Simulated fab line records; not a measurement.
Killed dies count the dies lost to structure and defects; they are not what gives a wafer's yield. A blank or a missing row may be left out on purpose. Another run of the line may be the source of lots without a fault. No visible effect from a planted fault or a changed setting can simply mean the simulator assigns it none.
fab line records ; flow sky130
[record] lots = 13; wafers = 39; last-day = 50
route steps=708 shown CONTACT@406 PAD_OPEN@708
lots that met no fault: from a run of the same line without faults
start-h: start of the lot's first displayed wafer, in hours after the record's first day ; wait-h: hours elapsed since this lot's preceding step ; " the same as in the row above ; L1.1+2: one row covering several wafers at once ; - either no value or no given start ; * or withheld: withheld ; < > ~ a bound
route shown NAME@n: a module of which the file shows steps, and the number in the route of the first ; usual: mean/standard deviation of fault-free wafers ; same: alike in all rows ; chamber/n: place in a boat ; sites: readings site by site ; _std_site: the standard deviation of these ; _edge_site: inner sites' mean taken away from outer sites' mean ; radius-mm: how far each site lies from the wafer's centre ; mask NAME#n: copy n ; behind: the tool/chamber that last shaped the wafer ; hold: what put the lot on hold/how long, in hours/how the hold closed ; device: whichever transistor did not switch (one of n, p or np) ; end of line: the route-end tests of the same wafers ; step lacking rows: just its recipe ; killed: at the first sort, the dies lost to defects and structure; wafer yield is something else ; map: dies across one wafer; x = killed, . = not, _ = none there
set.NAME: setting as actually run; set.NAME@STEP: the setting as run at that earlier step ; model.NAME: the simulator's own value behind a step, which no gauge read
a sample of lots followed through the steps of the route, with each step as a table and each wafer as a row
services: the hour from which a tool's chamber was out of use, counted from the record's first day as start-h (under 0 if before that day), plus the number of hours and why
[[steps]]
[step SKY_CONTACT_CVD_00]
[recipe] material = Si3N4; target-thk-nm = 75; temp-c = 400; time-s = withheld; rf-w = 444.1
[usual] heater-power-outer-w = 430/52; heater-power-w = 737/72
lot.wafer;tool;chamber;start-h;wait-h;heater-power-outer-w;heater-power-w
L839.1;pecvd-02;2;694.27;0.0;425;713
L839.2;pecvd-02;1;694.27;0.0;446;808
L839.4;pecvd-02;1;694.27;0.0;460;817
L841.1;pecvd-01;0;724.11;0.0;364;649
L841.5;pecvd-01;2;724.11;0.0;508;804
L841.6;pecvd-01;1;724.11;0.0;424;754
L842.4;pecvd-01;1;737.73;0.0;345;668
L842.5;pecvd-01;2;737.73;0.0;458;724
L842.6;pecvd-01;0;737.73;0.0;360;610
L843.1;pecvd-01;2;770.40;0.0;511;807
L843.4;pecvd-01;0;770.40;0.0;422;703
L843.6;pecvd-01;2;770.40;0.0;511;845
L844.1;pecvd-02;1;772.26;0.0;408;733
L844.3;pecvd-02;2;772.26;0.0;344;622
L844.6;pecvd-02;1;772.26;0.0;419;741
L845.1;pecvd-04;1;780.96;0.0;343;614
L845.4;pecvd-04;0;780.96;0.0;533;824
L845.6;pecvd-04;1;780.96;0.0;362;607
L849.1;pecvd-01;1;791.20;0.0;424;786
L849.3;pecvd-01;2;791.20;0.0;537;857
L849.4;pecvd-01;1;791.20;0.0;429;776
L851.1;pecvd-01;2;820.80;0.0;524;835
L851.2;pecvd-01;0;820.80;0.0;429;707
L851.3;pecvd-01;2;820.80;0.0;513;845
L854.1;pecvd-04;2;845.45;0.0;408;662
L854.5;pecvd-04;1;845.45;0.0;433;687
L854.6;pecvd-04;2;845.45;0.0;399;681
L856.1;pecvd-01;1;856.91;0.0;425;772
L856.3;pecvd-01;0;856.91;0.0;429;712
L856.6;pecvd-01;1;856.91;0.0;427;767
L859.1;pecvd-04;1;865.53;0.0;442;711
L859.3;pecvd-04;0;865.53;0.0;439;712
L859.5;pecvd-04;2;865.53;0.0;397;661
L861.2;pecvd-01;2;874.93;0.0;436;707
L861.4;pecvd-01;1;874.93;0.0;434;798
L861.5;pecvd-01;2;874.93;0.0;426;710
L862.1;pecvd-02;2;883.96;0.0;393;691
L862.3;pecvd-02;1;883.96;0.0;382;705
L862.6;pecvd-02;0;883.96;0.0;509;859
[step SKY_CONTACT_DEVELOP_13]
[recipe] develop-time-s = 60; resist = KrF-thick; dev-temp-c = 21
lot.wafer;tool;chamber;start-h;wait-h
L839.1+2+4;litho-track-03;0;722;-
L841.1+5+6;litho-track-04;0;751;-
L842.4+5+6;litho-track-04;0;765;-
L843.1+4+6;litho-track-03;0;797;-
L844.1+3+6;litho-track-04;0;799;-
L845.1+4+6;litho-track-04;0;807;-
L849.1+3+4;litho-track-04;0;818;-
L851.1+2+3;litho-track-04;0;847;-
L854.1+5+6;litho-track-03;0;871;-
L856.1+3+6;litho-track-03;0;883;-
L859.1+3+5;litho-track-03;0;892;-
L861.2+4+5;litho-track-03;0;901;-
L862.1+3+6;litho-track-03;0;909;-
[step SKY_CONTACT_CD_MEAS_14]
[recipe] target-cd-nm = 170
[usual] cd-nm = 169.8/1.4
lot.wafer;tool;chamber;start-h;wait-h;cd-nm
L839.1;cd-sem-01;-;722.73;-;169.2
L839.2;cd-sem-01;-;722.73;-;169.8
L839.4;cd-sem-01;-;722.73;-;169.2
L841.1;cd-sem-02;-;751.24;-;168.7
L841.5;cd-sem-02;-;751.24;-;170.7
L841.6;cd-sem-02;-;751.24;-;171.0
L842.4;cd-sem-01;-;765.20;-;168.7
L842.5;cd-sem-01;-;765.20;-;169.1
L842.6;cd-sem-01;-;765.20;-;168.5
L843.1;cd-sem-01;-;797.93;-;170.8
L843.4;cd-sem-01;-;797.93;-;171.0
L843.6;cd-sem-01;-;797.93;-;171.0
L844.1;cd-sem-02;-;799.39;-;169.8
L844.3;cd-sem-02;-;799.39;-;168.3
L844.6;cd-sem-02;-;799.39;-;168.4
L845.1;cd-sem-01;-;807.79;-;171.5
L845.4;cd-sem-01;-;807.79;-;171.4
L845.6;cd-sem-01;-;807.79;-;171.4
L849.1;cd-sem-02;-;818.79;-;174.9
L849.3;cd-sem-02;-;818.79;-;173.9
L849.4;cd-sem-02;-;818.79;-;174.3
L851.1;cd-sem-01;-;847.94;-;173.6
L851.2;cd-sem-01;-;847.94;-;174.1
L851.3;cd-sem-01;-;847.94;-;174.0
L854.1;cd-sem-02;-;871.98;-;168.8
L854.5;cd-sem-02;-;871.98;-;168.7
L854.6;cd-sem-02;-;871.98;-;169.8
L856.1;cd-sem-02;-;883.73;-;172.4
L856.3;cd-sem-02;-;883.73;-;172.9
L856.6;cd-sem-02;-;883.73;-;172.5
L859.1;cd-sem-02;-;892.23;-;174.1
L859.3;cd-sem-02;-;892.23;-;171.4
L859.5;cd-sem-02;-;892.23;-;172.4
L861.2;cd-sem-01;-;901.30;-;170.0
L861.4;cd-sem-01;-;901.30;-;169.3
L861.5;cd-sem-01;-;901.30;-;169.9
L862.1;cd-sem-02;-;909.93;-;171.0
L862.3;cd-sem-02;-;909.93;-;169.7
L862.6;cd-sem-02;-;909.93;-;171.1
[step SKY_CONTACT_SPUTTER_23]
[recipe] material = TiN; target-thk-nm = 20; chamber-pressure-pa = 5; power-w = 4000; time-s = 80
[usual] throttle-valve-pct = 29.9/0.72
lot.wafer;tool;chamber;start-h;wait-h;throttle-valve-pct
L839.1;pvd-sputter-01;-;723.73;0.0;28.2
L839.2;pvd-sputter-01;-;723.73;0.0;29.2
L839.4;pvd-sputter-01;-;723.73;0.0;31.0
L841.1;pvd-sputter-03;-;752.12;0.0;29.9
L841.5;pvd-sputter-03;-;752.12;0.0;29.8
L841.6;pvd-sputter-03;-;752.12;0.0;29.4
L842.4;pvd-sputter-03;-;766.05;0.0;30.3
L842.5;pvd-sputter-03;-;766.05;0.0;29.6
L842.6;pvd-sputter-03;-;766.05;0.0;29.9
L843.1;pvd-sputter-01;-;798.81;0.0;28.1
L843.4;pvd-sputter-01;-;798.81;0.0;30.6
L843.6;pvd-sputter-01;-;798.81;0.0;30.3
L844.1;pvd-sputter-01;-;800.28;0.0;30.5
L844.3;pvd-sputter-01;-;800.28;0.0;29.1
L844.6;pvd-sputter-01;-;800.28;0.0;30.7
L845.1;pvd-sputter-01;-;808.68;0.0;28.1
L845.4;pvd-sputter-01;-;808.68;0.0;30.9
L845.6;pvd-sputter-01;-;808.68;0.0;29.2
L849.1;pvd-sputter-04;-;819.68;0.0;30.0
L849.3;pvd-sputter-04;-;819.68;0.0;30.1
L849.4;pvd-sputter-04;-;819.68;0.0;30.0
L851.1;pvd-sputter-04;-;848.97;0.0;31.7
L851.2;pvd-sputter-04;-;848.97;0.0;30.1
L851.3;pvd-sputter-04;-;848.97;0.0;30.2
L854.1;pvd-sputter-01;-;872.86;0.0;28.0
L854.5;pvd-sputter-01;-;872.86;0.0;28.5
L854.6;pvd-sputter-01;-;872.86;0.0;29.1
L856.1;pvd-sputter-03;-;884.61;0.0;30.7
L856.3;pvd-sputter-03;-;884.61;0.0;29.4
L856.6;pvd-sputter-03;-;884.61;0.0;30.5
L859.1;pvd-sputter-03;-;893.63;0.0;29.5
L859.3;pvd-sputter-03;-;893.63;0.0;30.4
L859.5;pvd-sputter-03;-;893.63;0.0;29.3
L861.2;pvd-sputter-03;-;902.19;0.0;29.8
L861.4;pvd-sputter-03;-;902.19;0.0;29.5
L861.5;pvd-sputter-03;-;902.19;0.0;29.7
L862.1;pvd-sputter-03;-;910.82;0.0;29.5
L862.3;pvd-sputter-03;-;910.82;0.0;29.3
L862.6;pvd-sputter-03;-;910.82;0.0;29.6
[step SKY_CONTACT_CMP_27]
[recipe] stop-on = SiO2; t-overpolish-s = 15; down-force-psi = 3.5; platen-rpm = 60; target-thk-nm = 0; pad-velocity-m-s = 0.94248
[usual] motor-current-A = 11.0/1.4; overpolish-run-s = 15.001/0.0087; time-to-endpoint-s = 80/4.7
lot.wafer;tool;chamber;start-h;wait-h;motor-current-A;overpolish-run-s;time-to-endpoint-s
L839.1;cmp-01;0;724.08;0.1;9.8;14.993;79
L839.2;cmp-01;1;724.08;0.1;9.8;14.987;81
L839.4;cmp-01;2;724.08;0.1;14.0;14.991;83
L841.1;cmp-01;3;752.57;0.1;12.7;14.989;83
L841.6;cmp-01;1;752.57;0.1;9.6;15.002;80
L841.5;cmp-01;2;752.57;0.1;13.4;14.983;80
L842.4;cmp-02;2;766.50;0.1;10.4;15.003;84
L842.5;cmp-02;0;766.50;0.1;10.5;14.999;75
L842.6;cmp-02;1;766.50;0.1;9.3;14.986;73
L843.4;cmp-02;3;799.26;0.1;12.4;15.007;87
L843.1;cmp-02;0;799.26;0.1;10.3;15.011;77
L843.6;cmp-02;2;799.26;0.1;10.9;14.995;89
L844.3;cmp-02;1;800.63;0.0;9.7;15.023;75
L844.1;cmp-02;2;800.63;0.0;10.8;14.990;86
L844.6;cmp-02;1;800.63;0.0;9.4;14.987;76
L845.1;cmp-01;1;809.08;0.1;9.5;15.003;77
L845.4;cmp-01;3;809.08;0.1;11.9;15.008;84
L845.6;cmp-01;1;809.08;0.1;9.9;15.010;75
L849.3;cmp-01;1;820.03;0.0;10.3;15.007;74
L849.1;cmp-01;2;820.03;0.0;13.8;15.004;80
L849.4;cmp-01;0;820.03;0.0;10.1;14.999;76
L851.3;cmp-01;1;849.32;0.0;9.6;15.004;77
L851.2;cmp-01;2;849.32;0.0;14.4;15.013;80
L851.1;cmp-01;3;849.32;0.0;12.2;15.018;84
L854.1;cmp-02;2;873.36;0.2;10.0;15.012;87
L854.6;cmp-02;3;873.36;0.2;11.7;15.006;81
L854.5;cmp-02;0;873.36;0.2;10.2;14.992;77
L856.1;cmp-02;3;885.42;0.4;12.3;15.003;88
L856.3;cmp-02;0;885.42;0.4;10.2;15.006;75
L856.6;cmp-02;3;885.42;0.4;11.0;15.003;86
L859.1;cmp-01;1;894.08;0.1;10.3;15.006;74
L859.3;cmp-01;2;894.08;0.1;12.9;15.018;81
L859.5;cmp-01;0;894.08;0.1;10.3;14.986;76
L861.4;cmp-01;2;902.66;0.0;13.6;14.993;78
L861.2;cmp-01;1;902.66;0.0;9.8;15.005;76
L861.5;cmp-01;3;902.66;0.0;12.4;15.009;84
L862.1;cmp-01;2;911.22;0.1;13.3;15.001;74
L862.3;cmp-01;0;911.22;0.1;9.9;15.013;73
L862.6;cmp-01;1;911.22;0.1;10.3;15.001;74
[step SKY_PAD_OPEN_PROBE_99]
[usual] killed_at_M0_to_M3 = 42/6.4; killed_at_M4_up = 2.9/1.7; killed-at-contacts = 25/5.2; killed-at-front-end = 16/4.4; killed-at-other = 0.4/0.65; killed-dies = 86/9.2; killed-open = 47/6.6; killed-short = 39/5.8
[same] gross-dies = 492; killed-at-back-side = 0
lot.wafer;tool;chamber;start-h;wait-h;killed_at_M0_to_M3;killed_at_M4_up;killed-at-contacts;killed-at-front-end;killed-at-other;killed-dies;killed-open;killed-short
L849.4;prober-01;-;1142.59;0.2;37;5;22;13;0;77;39;38
L851.3;prober-01;-;1159.07;0.2;36;3;23;20;0;82;41;40
// killed by level:class
L849.4 CONTACT:geometric-particle:open=12 METAL2:geometric-particle:short=8 VIA2:geometric-particle:short=6 VIA1:geometric-particle:open=6 FIELD_ISO:geometric-particle:open=4 LI_CONTACT:geometric-particle:open=4 VIA1:geometric-particle:short=4 VIA2:geometric-particle:open=4
L851.3 VIA3:geometric-particle:open=8 FIELD_ISO:geometric-particle:short=6 VIA2:geometric-particle:open=5 POLY_GATE:geometric-particle:open=5 VIA1:geometric-particle:open=5 LI_CONTACT:geometric-particle:open=5 LOCAL_INTERCONNECT:geometric-particle:short=5 VIA1:geometric-particle:short=5
[[services]]
tool;chamber;start-h;hours;kind
pecvd-04;-;673.41;0.9;repair
cmp-01;-;679.36;1.5;repair
cmp-01;-;700.60;0.5;repair
pecvd-01;0;703.79;2.2;repair
cmp-01;-;703.89;0.9;repair
cmp-02;-;723.26;3.2;repair
cmp-01;-;734.78;4.2;pm
cmp-01;-;744.34;4.0;pm
cmp-02;-;752.22;2.7;pm
pvd-sputter-01;-;757.68;1.0;repair
cmp-02;-;758.24;0.6;repair
cmp-01;-;773.65;0.3;repair
cmp-01;-;775.41;0.7;repair
cmp-02;-;775.45;1.4;repair
pvd-sputter-03;-;799.77;1.2;repair
pecvd-02;-;811.43;2.8;repair
pvd-sputter-04;-;836.24;1.1;repair
pvd-sputter-04;-;836.92;3.8;repair
cmp-02;-;841.17;0.8;repair
cmp-01;-;844.89;1.4;repair
pecvd-04;1;871.36;12.0;repair
cmp-01;-;877.56;12.4;pm
pvd-sputter-04;-;888.54;1.1;repair
cmp-01;-;891.24;0.6;repair
[[key]]
[first-sign] step = SKY_CONTACT_CD_MEAS_14; reading = cd-nm; direction = up; sigmas = 3.1; usual = 169.8; struck = 174.1
effect none on later readings
met-at SKY_CONTACT_DEVELOP_13
struck-lots L849,L851
tester-left-out L849,L851
not-acting-at SKY_CONTACT_CVD_00,SKY_CONTACT_SPUTTER_23,SKY_CONTACT_CMP_27
[fault] kind = process-parameter-drift; tool = litho-track-04; chamber = -; onset-h = 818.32; steps = SKY_CONTACT_DEVELOP_13; channel = develop-time-s; offset = *; shape = step; end-h = 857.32; acts-in = *; stated = *
// tester-left-out: of these lots the tester's yield and bins aren't shown, on N5 and GAA mostly nor the transistor test; their killed dies are dies lost to structure and defects alone, not to doping, threshold or leakage, so they don't give the yield
